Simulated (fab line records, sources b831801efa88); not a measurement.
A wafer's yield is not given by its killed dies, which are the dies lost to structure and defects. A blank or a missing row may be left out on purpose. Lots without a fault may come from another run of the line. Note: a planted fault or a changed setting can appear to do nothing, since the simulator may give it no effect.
2 desks looking at one fault + flow gf180mcu + each desk has only its own numbers; what lay behind them comes last

== AT THE TOOL OWNER'S DESK: implanter-02 ==
The tool's own readings at GF_LVPWELL_IMPLANT_08: means of the sampled wafers that have a number, for each lot that ran on this tool. The brackets show how far a lot's mean lies from the usual mean; more than 4 standard deviations puts the lot out of limits, marked OUT.
Columns: A = dose ions cm2 at GF_LVPWELL_IMPLANT_08, usual 1.5001e+13; B = faraday current uA at GF_LVPWELL_IMPLANT_08, usual 84.5
| lot  | first seen here | A                            | B               |
|------|-----------------|------------------------------|-----------------|
| L126 | day 4 07:44     | 1.5011e+13                   | 84.6            |
| L132 | day 5 19:53     | 1.5021e+13                   | 84.9            |
| L135 | day 6 10:22     | 1.4990e+13                   | 83.8            |
| L137 | day 6 23:43     | 1.2799e+13 (-99 or more) OUT | 71.5 (-8.1) OUT |
| L140 | day 7 15:08     | 1.2814e+13 (-99 or more) OUT | 73.2 (-7.0) OUT |
This desk's verdict: out of limits on L137, L140, starting with L137 at day 6 23:43 (dose ions cm2 at GF_LVPWELL_IMPLANT_08). L126, L132, L135 stayed within limits.

== FROM THE METROLOGY DESK ==
Lot by lot, what the gauges showed, no matter which tool ran the lot: averages of those sampled wafers that carry a number. The brackets show how far a lot's mean lies from the usual mean; more than 4 standard deviations puts the lot out of limits, marked OUT.
Columns: A = LVPWELL_TW at GF_LVPWELL_TW_MEAS_11, usual 558; B = LVPWELL_RS at GF_VT_IMPLANT_RS_MEAS_48, usual 1198.0 ohm/sq; C = HV_LDD_CVD_54_THK at GF_HV_LDD_THK_MEAS_55, usual 9.96 nm; D = CONTACT_OVL at GF_CONTACT_OVL_MEAS_15, usual 1 nm; E = cd nm at GF_M1_CD_MEAS_14, usual 230.1 nm
| lot  | first seen here | A              | B                | C     | D  | E     |
|------|-----------------|----------------|------------------|-------|----|-------|
| L125 | day 4 02:26     | 559            | 1198.9           | 9.85  | -8 | 229.8 |
| L126 | day 4 08:07     | 564            | 1200.0           | 9.93  | 4  | 229.8 |
| L127 | day 4 12:55     | 559            | 1193.8           | 9.81  | 8  | 230.0 |
| L128 | day 4 18:59     | 558            | 1200.5           | 10.07 | 1  | 227.6 |
| L129 | day 5 00:10     | 557            | 1200.2           | 10.30 | 4  | 229.7 |
| L131 | day 5 15:08     | 567            | 1203.0           | 9.97  | 5  | 231.4 |
| L132 | day 5 20:16     | 568            | 1196.1           | 9.87  | 10 | 231.7 |
| L135 | day 6 10:46     | 558            | 1200.3           | 9.84  | 2  | 230.3 |
| L137 | day 7 00:06     | 531 (-4.9) OUT | 1294.6 (+32) OUT | 10.08 | 0  | 230.8 |
| L140 | day 7 15:30     | 536            | 1296.3 (+33) OUT | 9.91  | 3  | 230.1 |
| L142 | day 8 07:20     | 559            | 1195.5           | 9.80  | -1 | 230.0 |
| L146 | day 8 23:28     | 557            | 1200.9           | 9.88  | -2 | 230.6 |
| L147 | day 9 08:20     | 553            | 1196.3           | 10.06 | -0 | 230.1 |
This desk's result: L137, L140 out of limits, first on L137 (LVPWELL_TW at GF_LVPWELL_TW_MEAS_11), day 7 00:06. L125, L126, L127, L128, L129, L131, L132, L135, L142, L146, L147 stayed within limits.

== ALL TOGETHER ==
An alarm could have come from the tool owner's desk at day 6 23:43, on L137, L140.
At day 7 00:06 the metrology desk could have sounded an alarm, on L137, L140.
GF_LVPWELL_IMPLANT_08 was run on implanter-02 by each of the lots named.

== WHAT THE SIMULATOR HAD INSERTED ==
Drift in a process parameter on implanter-02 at GF_LVPWELL_IMPLANT_08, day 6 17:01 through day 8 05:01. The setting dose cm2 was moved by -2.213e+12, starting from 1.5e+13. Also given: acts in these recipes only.
Struck lots among those shown: L137, L140.
Hours from the fault's start to each desk's first reading out of limits: the tool owner's desk, 7; the metrology desk, 7.
